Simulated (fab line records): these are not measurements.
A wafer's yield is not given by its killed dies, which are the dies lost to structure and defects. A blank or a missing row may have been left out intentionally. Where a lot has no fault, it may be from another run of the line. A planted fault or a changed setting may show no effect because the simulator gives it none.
fab line records ; flow sky130
[record] lots = 6; wafers = 18; last_day = 50
route steps=708 shown LDD_N@252 LDD_P@255 LDD_HVN@267 PAD_OPEN@708
lots with no fault: from the same line, run without faults
start_h: hours from the record's first day to the start of the lot's first wafer shown ; wait_h: time in hours since the lot's previous step ; " repeats the value in the row above ; L1.1+2: a row that stands for several wafers ; - value missing, or start not given ; * or withheld: withheld ; < > ~ a bound
route shown NAME@n: NAME is a module with steps in the file, n the number in the route of the first one ; usual: mean/standard deviation of fault-free wafers ; same: alike in all rows ; chamber/n: place in a boat ; sites: each site's reading ; _std_site: the standard deviation of these ; _edge_site: inner sites' mean taken away from outer sites' mean ; radius_mm: for every site, how far away it sits from the centre of the wafer ; mask NAME#n: copy n ; behind: the last tool/chamber to shape the wafer ; hold: why the lot went on hold/how many hours it stayed there/how the hold came to an end ; device: transistor that didn't switch, given as n, p or np ; end of line: tests of these same wafers at the route's end ; a step without rows: its recipe alone ; killed: the dies lost at the first sort to structure and to defects; this is not the yield of the wafer ; map: dies across one wafer; x = killed, . = not, _ = none there
set.NAME: the setting the step ran with; set.NAME@STEP: the setting that earlier step ran with ; model.NAME: the simulator's own value behind a step, which no gauge read
a table for each step, a row for each wafer; lots at some steps of the route
services: when a tool's chamber went out of use (start_h, in hours from the record's first day, below 0 if earlier), for how many hours, and the reason
[[steps]]
[step SKY_LDD_N_IMPLANT_15]
[recipe] species = BF2; energy_kev = 50; dose_cm2 = 5e+12; tilt_deg = 30; rotation_deg = 270
[step SKY_LDD_N_STRIP_16]
[recipe] chemistry = O2/N2; power_w = 1400; pressure_mtorr = 1500; platen_temp_c = withheld; o2_flow_sccm = 3000; n2_flow_sccm = 300; overash_fraction = 0.5
[usual] drypump_motor_current_A = 5.3/0.53; oes_product_au = 0.407/0.0041; strip_time_to_endpoint_s = 4.321/0.014
lot.wafer;tool;chamber;start_h;wait_h;drypump_motor_current_A;oes_product_au;rf_hours_counter_h;strip_time_to_endpoint_s
L843.2;plasma_asher-01;0;419.80;0.1;5.9;0.402;28;4.329
L843.4;plasma_asher-01;0;419.80;0.1;5.9;0.408;-;4.291
L843.6;plasma_asher-01;0;419.80;0.1;5.9;0.411;-;4.324
L844.4;plasma_asher-01;1;427.24;0.1;4.6;0.405;-;4.310
L844.5;plasma_asher-01;1;427.24;0.1;4.7;0.410;-;4.293
L844.6;plasma_asher-01;0;427.24;0.1;5.9;0.404;-;4.318
L845.1;plasma_asher-03;0;435.31;0.1;5.4;0.407;0;4.331
L845.3;plasma_asher-03;1;435.31;0.1;5.2;0.404;-;4.320
L845.4;plasma_asher-03;0;435.31;0.1;5.4;0.419;-;4.316
L847.1;plasma_asher-03;1;460.55;0.1;5.2;0.408;3;4.308
L847.3;plasma_asher-03;1;460.55;0.1;5.2;0.402;-;4.324
L847.5;plasma_asher-03;0;460.55;0.1;5.4;0.408;-;4.323
L857.3;plasma_asher-01;0;546.61;0.1;5.9;0.400;-;4.328
L857.4;plasma_asher-01;1;546.61;0.1;4.6;0.411;-;4.331
L857.5;plasma_asher-01;0;546.61;0.1;5.9;0.407;-;4.312
L862.2;plasma_asher-01;1;606.55;0.1;4.7;0.405;47;4.304
L862.3;plasma_asher-01;0;606.55;0.1;5.9;0.403;-;4.327
L862.6;plasma_asher-01;0;606.55;0.1;5.9;0.410;-;4.326
[step SKY_LDD_N_TW_MEAS_17]
[usual] LDD_N_TW = 2586/11
lot.wafer;tool;chamber;start_h;wait_h;LDD_N_TW
L843.2;film_metro-02;-;419.91;0.1;2587
L843.4;film_metro-02;-;419.91;0.1;2584
L843.6;film_metro-02;-;419.91;0.1;2571
L844.4;film_metro-01;-;427.34;0.1;2572
L844.5;film_metro-01;-;427.34;0.1;2579
L844.6;film_metro-01;-;427.34;0.1;2588
L845.1;film_metro-02;-;435.41;0.1;2578
L845.3;film_metro-02;-;435.41;0.1;2580
L845.4;film_metro-02;-;435.41;0.1;2602
L847.1;film_metro-01;-;460.65;0.1;2581
L847.3;film_metro-01;-;460.65;0.1;2589
L847.5;film_metro-01;-;460.65;0.1;2584
L857.3;film_metro-01;-;546.69;0.1;2600
L857.4;film_metro-01;-;546.69;0.1;2587
L857.5;film_metro-01;-;546.69;0.1;2581
L862.2;film_metro-02;-;606.66;0.1;2598
L862.3;film_metro-02;-;606.66;0.1;2584
L862.6;film_metro-02;-;606.66;0.1;2580
[step SKY_LDD_P_DEHYDRATE_00]
[recipe] temp_c = 200; time_s = 60
[step SKY_LDD_P_HMDS_01]
[recipe] prime_time_s = 60; prime_temp_c = 120
[step SKY_LDD_P_COAT_02]
[recipe] resist = NOVOLAK; spin_rpm = 3000; resist_thk_nm = 1140
[step SKY_LDD_P_SOFTBAKE_03]
[recipe] temp_c = 90; time_s = 60; resist = NOVOLAK
[step SKY_LDD_P_EXPOSE_04]
[recipe] mask_id = PSDM; na = 0.6; source_shape = conventional; sigma_outer = 0.6; polarization = unpolarized; target_cd_nm = 380; dose_mj = 138
[step SKY_LDD_P_PEB_05]
[recipe] temp_c = withheld; time_s = *; resist = NOVOLAK
[step SKY_LDD_P_DEVELOP_06]
[recipe] resist = NOVOLAK; developer = TMAH; develop_time_s = 60; dev_temp_c = 23
[step SKY_LDD_P_CD_MEAS_07]
[recipe] target_cd_nm = 380
[usual] cd_nm = 379.4/2.4
lot.wafer;tool;chamber;start_h;wait_h;cd_nm
L843.2;cd_sem-01;-;451.13;0.1;379.8
L843.4;cd_sem-01;-;451.13;0.1;381.2
L843.6;cd_sem-01;-;451.13;0.1;380.9
L844.4;cd_sem-02;-;459.07;0.1;385.1
L844.5;cd_sem-02;-;459.07;0.1;384.3
L844.6;cd_sem-02;-;459.07;0.1;383.7
L845.1;cd_sem-02;-;465.81;0.1;381.1
L845.3;cd_sem-02;-;465.81;0.1;379.7
L845.4;cd_sem-02;-;465.81;0.1;377.8
L847.1;cd_sem-01;-;491.81;0.1;384.4
L847.3;cd_sem-01;-;491.81;0.1;379.4
L847.5;cd_sem-01;-;491.81;0.1;377.9
L857.3;cd_sem-01;-;577.32;0.2;380.5
L857.4;cd_sem-01;-;577.32;0.2;381.0
L857.5;cd_sem-01;-;577.32;0.2;377.6
L862.2;cd_sem-02;-;635.23;0.1;378.9
L862.3;cd_sem-02;-;635.23;0.1;379.4
L862.6;cd_sem-02;-;635.23;0.1;380.7
[step SKY_LDD_P_OVL_MEAS_08]
[usual] LDD_P_OVL = 0.0/1.5
lot.wafer;tool;chamber;start_h;wait_h;LDD_P_OVL[nm]
L843.2;overlay-02;-;451.24;0.1;0.8
L843.4;overlay-02;-;451.24;0.1;2.1
L843.6;overlay-02;-;451.24;0.1;1.6
L844.4;overlay-02;-;459.15;0.1;-3.2
L844.5;overlay-02;-;459.15;0.1;0.1
L844.6;overlay-02;-;459.15;0.1;-0.4
L845.1;overlay-01;-;465.93;0.1;-0.6
L845.3;overlay-01;-;465.93;0.1;-3.0
L845.4;overlay-01;-;465.93;0.1;0.3
L847.1;overlay-02;-;491.93;0.1;1.7
L847.3;overlay-02;-;491.93;0.1;0.8
L847.5;overlay-02;-;491.93;0.1;2.0
L857.3;overlay-02;-;577.41;0.1;0.0
L857.4;overlay-02;-;577.41;0.1;-0.7
L857.5;overlay-02;-;577.41;0.1;1.1
L862.2;overlay-01;-;635.34;0.1;-1.0
L862.3;overlay-01;-;635.34;0.1;0.1
L862.6;overlay-01;-;635.34;0.1;-0.8
[step SKY_LDD_P_IMPLANT_09]
[recipe] species = BF2; energy_kev = 25; dose_cm2 = 1e+13; tilt_deg = withheld
lot.wafer;tool;chamber;start_h;wait_h
L843.2+4+6;implanter-03;0;451.30;0.0
L844.4+5+6;implanter-03;0;459.25;0.1
L845.1+3+4;implanter-03;0;465.97;0.0
L847.1+3+5;implanter-01;0;491.96;0.0
L857.3+4+5;implanter-04;0;577.48;0.1
L862.2+3+6;implanter-01;0;635.40;0.0
[step SKY_LDD_P_STRIP_10]
[recipe] chemistry = O2/N2; power_w = 1400; pressure_mtorr = 1500; platen_temp_c = withheld; o2_flow_sccm = 3000; n2_flow_sccm = 300; overash_fraction = 0.5
[usual] drypump_motor_current_A = 5.3/0.47; oes_product_au = 0.715/0.0048; strip_time_to_endpoint_s = 14.20/0.038
lot.wafer;tool;chamber;start_h;wait_h;drypump_motor_current_A;oes_product_au;rf_hours_counter_h;strip_time_to_endpoint_s
L843.2;plasma_asher-02;1;451.42;0.1;5.4;0.715;62;14.26
L843.4;plasma_asher-02;0;451.42;0.1;5.1;0.714;-;14.27
L843.6;plasma_asher-02;1;451.42;0.1;5.4;0.723;-;14.24
L844.4;plasma_asher-01;0;459.35;0.1;5.9;0.716;-;14.21
L844.5;plasma_asher-01;1;459.35;0.1;4.6;0.721;-;14.20
L844.6;plasma_asher-01;0;459.35;0.1;5.9;0.712;-;14.20
L845.1;plasma_asher-03;0;466.12;0.1;5.4;0.713;3;14.15
L845.3;plasma_asher-03;1;466.12;0.1;5.2;0.705;-;14.17
L845.4;plasma_asher-03;0;466.12;0.1;5.4;0.717;-;14.15
L847.1;plasma_asher-01;1;492.11;0.1;4.7;0.720;36;14.22
L847.3;plasma_asher-01;1;492.11;0.1;4.6;0.715;-;14.22
L847.5;plasma_asher-01;0;492.11;0.1;5.9;0.717;-;14.21
L857.3;plasma_asher-01;0;577.62;0.1;5.9;0.713;-;14.22
L857.4;plasma_asher-01;1;577.62;0.1;4.6;0.712;-;14.23
L857.5;plasma_asher-01;0;577.62;0.1;5.9;0.712;-;14.24
L862.2;plasma_asher-03;1;635.52;0.1;5.2;0.718;19;14.24
L862.3;plasma_asher-03;1;635.52;0.1;5.2;0.712;-;14.25
L862.6;plasma_asher-03;0;635.52;0.1;5.4;0.714;-;14.25
[step SKY_LDD_P_TW_MEAS_11]
[usual] LDD_P_TW = 637.8/3
lot.wafer;tool;chamber;start_h;wait_h;LDD_P_TW
L843.2;film_metro-01;-;451.53;0.1;633.5
L843.4;film_metro-01;-;451.53;0.1;638.4
L843.6;film_metro-01;-;451.53;0.1;640.0
L844.4;film_metro-04;-;459.45;0.1;580.3
L844.5;film_metro-04;-;459.45;0.1;581.1
L844.6;film_metro-04;-;459.45;0.1;575.9
L845.1;film_metro-03;-;466.22;0.1;581.9
L845.3;film_metro-03;-;466.22;0.1;579.4
L845.4;film_metro-03;-;466.22;0.1;579.0
L847.1;film_metro-04;-;492.21;0.1;639.5
L847.3;film_metro-04;-;492.21;0.1;637.5
L847.5;film_metro-04;-;492.21;0.1;636.0
L857.3;film_metro-01;-;577.70;0.1;638.0
L857.4;film_metro-01;-;577.70;0.1;639.0
L857.5;film_metro-01;-;577.70;0.1;636.3
L862.2;film_metro-01;-;635.63;0.1;640.0
L862.3;film_metro-01;-;635.63;0.1;640.4
L862.6;film_metro-01;-;635.63;0.1;644.4
[step SKY_LDD_HVN_DEHYDRATE_00]
[recipe] temp_c = 200; time_s = 60
[step SKY_PAD_OPEN_PROBE_99]
[usual] killed_at_M0_to_M3 = 43/6; killed_at_M4_up = 3.2/1.9; killed_at_contacts = 25/5.4; killed_at_front_end = 15/4.5; killed_at_other = 0.3/0.59; killed_dies = 87/8.7; killed_open = 47/6.7; killed_short = 39/5.7
[same] gross_dies = 492; killed_at_back_side = 0
lot.wafer;tool;chamber;start_h;wait_h;killed_at_M0_to_M3;killed_at_M4_up;killed_at_contacts;killed_at_front_end;killed_at_other;killed_dies;killed_open;killed_short;model.etest.tip_p.rs_ohm_sq_range;model.etest.tip_p.rs_ohm_sq;model.etest.tip_p.rs_ohm_sq_rim_less_centre;model.etest.pfet_01v8.r_on_ohm_um;model.etest.pfet_01v8.drive_ua_um;model.etest.pfet_01v8_hvt.drive_ua_um;model.etest.pfet_01v8.drive_ua_um_range;model.etest.pfet_01v8.drive_ua_um_rim_less_centre
L843.2;prober-01;-;1095.30;0.1;40;3;26;19;2;90;49;40;175.8;6984;-111;2889;194.2;144.1;5.592;2.389
L843.4;prober-01;-;1095.40;0.2;36;4;38;14;1;93;44;48;152.7;6996;-28.4;2965;188.2;139.4;4.974;-1.291
L843.6;prober-01;-;1095.50;0.2;34;2;32;11;0;79;51;28;224.6;7001;-156.5;2990;185.9;137.6;6.069;-1.302
L844.4;prober-02;-;1102.84;0.2;42;9;19;15;1;86;49;37;4095;1.06e+04;-2151;3013;184;136;12.43;3.074
L844.5;prober-02;-;1102.89;0.2;45;3;26;14;0;88;43;44;3933;1.061e+04;-1873;3014;184.4;137.3;12.37;-1.74
L844.6;prober-02;-;1102.94;0.2;37;3;20;17;1;78;42;36;4011;1.068e+04;-1896;3014;183.9;137.2;14.57;0.04321
L845.1;prober-01;-;1106.27;0.1;48;3;19;14;0;84;44;40;4115;1.067e+04;-1797;2923;190.7;143.5;14.12;1.005
L845.3;prober-01;-;1106.37;0.2;51;3;35;13;0;102;59;43;4082;1.061e+04;-1786;2956;188.2;141.5;18.86;0.8281
L845.4;prober-01;-;1106.42;0.2;45;6;22;18;0;91;41;50;4193;1.066e+04;-1882;2897;191.4;143.9;12.84;-2.216
L847.1;prober-01;-;1120.64;0.1;50;0;24;11;0;85;45;40;164.4;6852;101.7;2927;193.6;142.8;4.571;-2.777
L847.3;prober-01;-;1120.74;0.2;45;3;15;9;0;72;34;38;108.4;6825;-61.93;2938;190.8;142.2;6.703;-2.408
L847.5;prober-01;-;1120.84;0.2;46;5;24;8;0;83;44;39;123.5;6796;-63.65;3006;184.9;137;5.601;-2.825
L857.3;prober-01;-;1177.63;0.2;42;4;18;11;0;75;40;35;117.4;6802;50.57;2726;208.9;156.2;8.532;-6.472
L857.4;prober-01;-;1177.68;0.2;38;1;26;10;0;75;40;35;100.7;6757;-58.98;2784;204.3;153.3;7.806;-5.311
L857.5;prober-01;-;1177.73;0.2;39;6;32;18;0;95;54;41;80.91;6754;-48.17;2737;207.1;155.2;6.795;-2.833
L862.2;prober-02;-;1208.99;0.1;42;4;20;11;0;77;38;39;250.9;6908;-107.2;2780;203;151.2;6.496;-1.975
L862.3;prober-02;-;1209.04;0.2;67;3;18;13;0;101;56;45;132.8;6826;-11.17;2794;200.1;149.4;8.473;-6.117
L862.6;prober-02;-;1209.19;0.2;48;4;20;14;0;86;42;44;200.8;6851;41.58;2761;202.3;151.8;8.392;-1.146
// killed by level:class
L843.2 CONTACT:geometric_particle:open=8 LI_CONTACT:geometric_particle:open=7 VIA2:geometric_particle:open=7 VIA3:geometric_particle:open=7 FIELD_ISO:geometric_particle:open=6 LOCAL_INTERCONNECT:geometric_particle:short=6 VIA1:geometric_particle:open=6 FIELD_ISO:geometric_particle:short=5
L843.4 CONTACT:geometric_particle:open=19 VIA1:geometric_particle:open=10 LI_CONTACT:geometric_particle:short=8 CONTACT:geometric_particle:short=6 VIA1:geometric_particle:short=6 VIA3:geometric_particle:short=5 FIELD_ISO:geometric_particle:short=4 FIELD_ISO:geometric_particle:open=4
L843.6 CONTACT:geometric_particle:open=13 VIA1:geometric_particle:open=9 LI_CONTACT:geometric_particle:open=8 CONTACT:geometric_particle:short=6 METAL2:geometric_particle:short=6 VIA2:geometric_particle:open=4 VIA3:geometric_particle:open=4 FIELD_ISO:geometric_particle:open=3
L844.4 CONTACT:geometric_particle:open=11 VIA1:geometric_particle:open=10 VIA2:geometric_particle:open=7 METAL4:geometric_particle:short=6 VIA1:geometric_particle:short=5 CONTACT:geometric_particle:short=4 METAL1:geometric_particle:open=4 FIELD_ISO:geometric_particle:short=3
L844.5 VIA1:geometric_particle:open=11 CONTACT:geometric_particle:open=7 CONTACT:geometric_particle:short=6 VIA1:geometric_particle:short=6 VIA3:geometric_particle:open=5 POLY_GATE:geometric_particle:short=5 LI_CONTACT:geometric_particle:short=4 LI_CONTACT:geometric_particle:open=4
L844.6 VIA1:geometric_particle:open=8 VIA2:geometric_particle:open=8 CONTACT:geometric_particle:open=7 METAL1:geometric_particle:short=6 POLY_GATE:geometric_particle:short=5 METAL2:geometric_particle:short=5 FIELD_ISO:geometric_particle:short=4 FIELD_ISO:geometric_particle:open=4
L845.1 VIA3:geometric_particle:open=11 CONTACT:geometric_particle:open=8 METAL1:geometric_particle:short=6 VIA3:geometric_particle:short=6 FIELD_ISO:geometric_particle:open=5 POLY_GATE:geometric_particle:short=5 VIA1:geometric_particle:open=5 VIA1:geometric_particle:short=5
L845.3 VIA1:geometric_particle:open=20 LI_CONTACT:geometric_particle:open=12 VIA3:geometric_particle:open=8 VIA1:geometric_particle:short=7 CONTACT:geometric_particle:short=6 CONTACT:geometric_particle:open=6 LI_CONTACT:geometric_particle:short=5 LOCAL_INTERCONNECT:geometric_particle:short=5
L845.4 VIA1:geometric_particle:open=10 VIA3:geometric_particle:open=9 FIELD_ISO:geometric_particle:short=8 METAL1:geometric_particle:short=8 LI_CONTACT:geometric_particle:open=7 CONTACT:geometric_particle:open=5 METAL2:geometric_particle:short=5 LI_CONTACT:geometric_particle:short=4
L847.1 VIA1:geometric_particle:open=12 CONTACT:geometric_particle:open=10 VIA2:geometric_particle:open=8 METAL1:geometric_particle:short=7 VIA1:geometric_particle:short=7 LI_CONTACT:geometric_particle:open=5 CONTACT:geometric_particle:short=4 VIA3:geometric_particle:short=4
L847.3 VIA1:geometric_particle:open=11 METAL2:geometric_particle:short=8 CONTACT:geometric_particle:open=6 METAL1:geometric_particle:short=5 METAL3:geometric_particle:short=5 VIA1:geometric_particle:short=4 LI_CONTACT:geometric_particle:open=3 LOCAL_INTERCONNECT:geometric_particle:short=3
L847.5 VIA1:geometric_particle:open=10 VIA3:geometric_particle:open=9 LI_CONTACT:geometric_particle:open=8 CONTACT:geometric_particle:short=5 CONTACT:geometric_particle:open=5 METAL2:geometric_particle:short=5 POLY_GATE:geometric_particle:short=4 METAL1:geometric_particle:open=4
L857.3 VIA1:geometric_particle:open=7 VIA3:geometric_particle:open=7 VIA2:geometric_particle:open=6 VIA1:geometric_particle:short=6 METAL2:geometric_particle:short=6 FIELD_ISO:geometric_particle:short=5 LI_CONTACT:geometric_particle:open=5 CONTACT:geometric_particle:short=5
L857.4 CONTACT:geometric_particle:open=8 VIA1:geometric_particle:open=7 LOCAL_INTERCONNECT:geometric_particle:short=6 METAL1:geometric_particle:short=6 METAL2:geometric_particle:short=6 LI_CONTACT:geometric_particle:open=5 VIA3:geometric_particle:open=5 FIELD_ISO:geometric_particle:short=4
L857.5 CONTACT:geometric_particle:open=12 LI_CONTACT:geometric_particle:open=9 VIA1:geometric_particle:open=9 VIA1:geometric_particle:short=7 LI_CONTACT:geometric_particle:short=6 FIELD_ISO:geometric_particle:open=5 FIELD_ISO:geometric_particle:short=5 METAL4:geometric_particle:short=5
L862.2 CONTACT:geometric_particle:open=8 METAL1:geometric_particle:short=8 VIA1:geometric_particle:open=7 VIA3:geometric_particle:open=7 METAL2:geometric_particle:short=6 POLY_GATE:geometric_particle:short=5 LOCAL_INTERCONNECT:geometric_particle:short=5 VIA2:geometric_particle:open=5
L862.3 VIA1:geometric_particle:open=15 METAL1:geometric_particle:short=12 VIA1:geometric_particle:short=9 VIA2:geometric_particle:open=9 VIA3:geometric_particle:open=7 CONTACT:geometric_particle:open=6 LI_CONTACT:geometric_particle:open=6 METAL2:geometric_particle:short=5
L862.6 VIA1:geometric_particle:open=10 VIA3:geometric_particle:open=7 METAL1:geometric_particle:short=6 VIA2:geometric_particle:open=6 VIA2:geometric_particle:short=6 POLY_GATE:geometric_particle:short=5 LI_CONTACT:geometric_particle:open=5 LOCAL_INTERCONNECT:geometric_particle:short=5
[[services]]
tool;chamber;start_h;hours;kind
implanter-03;-;408.07;6.2;repair
plasma_asher-02;-;419.15;1.8;repair
plasma_asher-03;-;421.25;9.0;pm
plasma_asher-03;0;421.25;9.0;vent_cycle
plasma_asher-03;1;421.25;9.0;vent_cycle
plasma_asher-03;0;430.25;-;clean
plasma_asher-03;1;430.25;-;clean
plasma_asher-03;-;476.24;2.8;repair
plasma_asher-03;-;513.85;1.7;repair
plasma_asher-02;-;528.27;0.7;repair
implanter-04;-;544.73;4.2;pm
implanter-04;-;550.03;2.0;repair
implanter-03;-;601.98;3.1;repair
implanter-03;-;634.03;2.5;pm
[[key]]
[first_sign] step = SKY_LDD_P_TW_MEAS_11; reading = LDD_P_TW; direction = down; sigmas = 20; usual = 637.8; struck = 579.6
effect none on later readings
[model_effect] step = SKY_PAD_OPEN_PROBE_99; value = etest.tip_p.rs_ohm_sq_range; without = 193.9; struck = 4072
met_at SKY_LDD_P_IMPLANT_09
struck_wafers L844.4,L844.5,L844.6,L845.1,L845.3,L845.4
tester_left_out L844,L845
onset_between 451.30 459.25
[fault] kind = process_parameter_drift; tool = implanter-03; chamber = -; onset_h = 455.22; steps = SKY_LDD_P_IMPLANT_09; channel = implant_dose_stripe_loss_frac; offset = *; shape = step; end_h = 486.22
// tester_left_out: of these lots the tester's yield and bins aren't shown, on N5 and GAA mostly nor the transistor test; their killed dies are dies lost to structure and defects alone, not to doping, threshold or leakage, so they don't give the yield
